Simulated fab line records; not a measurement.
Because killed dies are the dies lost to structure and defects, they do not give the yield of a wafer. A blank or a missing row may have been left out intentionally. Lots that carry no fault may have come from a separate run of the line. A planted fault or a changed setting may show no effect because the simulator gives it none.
Matching of chambers | flow sky130 | 4 sister chambers for SKY_LI_CONTACT_CMP_02 on cmp-02
The step polishes PSG. 4 wafers are shown with their chamber, then 7 later ones without.

WAFERS, EACH WITH ITS CHAMBER
wafer  | chamber | motor_current_A (A)
L367.2 | 2       | 14.7
L367.5 | 3       | 13.5
L369.1 | 1       | 14.6
L369.2 | 0       | 12.8

WAFERS WITH NO CHAMBER GIVEN
wafer  | motor_current_A (A)
L369.6 | 14.6
L381.1 | 13.7
L381.2 | 12.5
L381.4 | 13.2
L382.2 | 14.3
L382.4 | 12.5
L382.6 | 12.3

THE CHAMBER EACH PASSED THROUGH
wafer  | from the rows above          | in truth
L369.6 | can't be placed: 1 or 2      | 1
L381.1 | 3                            | 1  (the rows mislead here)
L381.2 | 0                            | 0
L381.4 | can't be placed: 3 or 0      | 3
L382.2 | can't be placed: 1 or 2 or 3 | 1
L382.4 | 0                            | 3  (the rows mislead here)
L382.6 | 0                            | 0
Placed correctly: 2 of 7. These rows do not allow placing 3 (true chamber among the candidates in 3). Placed wrongly: 2.
How it was worked out, from the rows above alone: a wafer's distance from a chamber is the root of the sum, over the readings, of the square of ((its reading less the chamber's mean) divided by the reading's scatter). The wafer belongs to the nearest chamber; if the next one is less than 2 further off, it can't be placed. A chamber's mean is the mean of its shown wafers. The scatter: with one shown wafer a chamber, the root of the mean of the squares of how far each hidden wafer lies from its nearest shown one.
